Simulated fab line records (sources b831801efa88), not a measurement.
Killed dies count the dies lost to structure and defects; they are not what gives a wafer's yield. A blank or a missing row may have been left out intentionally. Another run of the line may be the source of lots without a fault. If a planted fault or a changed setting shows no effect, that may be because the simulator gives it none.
A single fault, viewed from 2 desks :: flow gf180mcu :: numbers are kept per desk, each desk with only its own; the story behind them comes last

THE METROLOGY DESK
What the gauges read, lot by lot, whatever tool the lot ran on: means of the sampled wafers that have a number. The brackets show how far a lot's mean lies from the usual mean; more than 4 standard deviations puts the lot out of limits, marked OUT.
Columns: A = NWELL_OVL at GF_NWELL_OVL_MEAS_07, usual -0.1 nm; B = VT_IMPLANT_01_OVL at GF_VT_IMPLANT_OVL_MEAS_18, usual -0.4 nm
lot: L869
first seen here: day 3 07:11
A: 0.3
B: -0.5

lot: L870
first seen here: day 3 12:36
A: 2.0
B: 0.4

lot: L871
first seen here: day 3 17:23
A: 1.4
B: 1.1

lot: L872
first seen here: day 3 22:41
A: -1.0
B: 2.1

lot: L873
first seen here: day 4 05:26
A: 1.1
B: -1.1

lot: L874
first seen here: day 4 11:35
A: 0.3
B: 1.0

lot: L875
first seen here: day 4 16:54
A: -2.8
B: 0.8

lot: L884
first seen here: day 6 17:39
A: 2.5
B: -2.8

lot: L885
first seen here: day 6 23:14
A: 0.5
B: -1.4

lot: L886
first seen here: day 7 05:56
A: -1.3
B: -0.4

lot: L889
first seen here: day 7 19:56
A: -0.5
B: -0.4

lot: L890
first seen here: day 8 01:37
A: 0.7
B: -2.3
Finding of this desk: none of the 12 lots has anything out of limits.

FOR THE TOOL OWNER'S DESK: rieSi-02
The tool's own readings at GF_STI_ETCH_14 (etches Si in HBr/Cl2/O2, target depth 360 nm, time 102.9 s): means of the sampled wafers that have a number, for each lot that ran on this tool. The brackets show how far a lot's mean lies from the usual mean; more than 4 standard deviations puts the lot out of limits, marked OUT.
Columns: A = drypumpMotorCurrentA at GF_STI_ETCH_14, usual 5.8 A; B = oesProductAu at GF_STI_ETCH_14, usual 0.995 a.u.; C = runLengthS at GF_STI_ETCH_14, usual 131.3 s; D = throttleValvePct at GF_STI_ETCH_14, usual 25.659 %
lot: L870
first seen here: day 2 07:23
A: 5.6
B: 0.994
C: 131.1
D: 25.661

lot: L871
first seen here: day 2 11:05
A: 5.9
B: 0.993
C: 130.7
D: 25.670

lot: L872
first seen here: day 2 16:28
A: 5.3
B: 0.993
C: 131.5
D: 25.667

lot: L873
first seen here: day 2 22:26
A: 6.4
B: 0.981
C: 131.2
D: 25.667

lot: L884
first seen here: day 5 06:40
A: 5.6
B: 0.992
C: 126.6 (-11) OUT
D: 25.664

lot: L885
first seen here: day 5 11:40
A: 6.0
B: 0.984
C: 125.8 (-13) OUT
D: 25.672

lot: L886
first seen here: day 5 19:22
A: 6.0
B: 0.998
C: 128.1 (-7.8) OUT
D: 25.654
This desk's verdict: out of limits on L884, L885, L886, starting with L884 at day 5 06:40 (runLengthS at GF_STI_ETCH_14). L870, L871, L872, L873 stayed within limits.

PUT TOGETHER
At day 5 06:40, on L884, L885, L886, the tool owner's desk was in a position to raise an alarm.
At the metrology desk, nothing out of limits was observed.
The metrology desk has L884, L885, L886 on record, within its limits.
All the named lots went through GF_STI_ETCH_14 on rieSi-02.

WHAT THE SIMULATOR HAD PUT IN
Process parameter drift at GF_STI_ETCH_14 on rieSi-02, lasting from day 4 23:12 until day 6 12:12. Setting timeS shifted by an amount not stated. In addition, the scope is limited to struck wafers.
Shown lots that were struck: L884, L885, L886.
Each desk's first reading out of limits, in hours after the fault started: the tool owner's desk, 7.
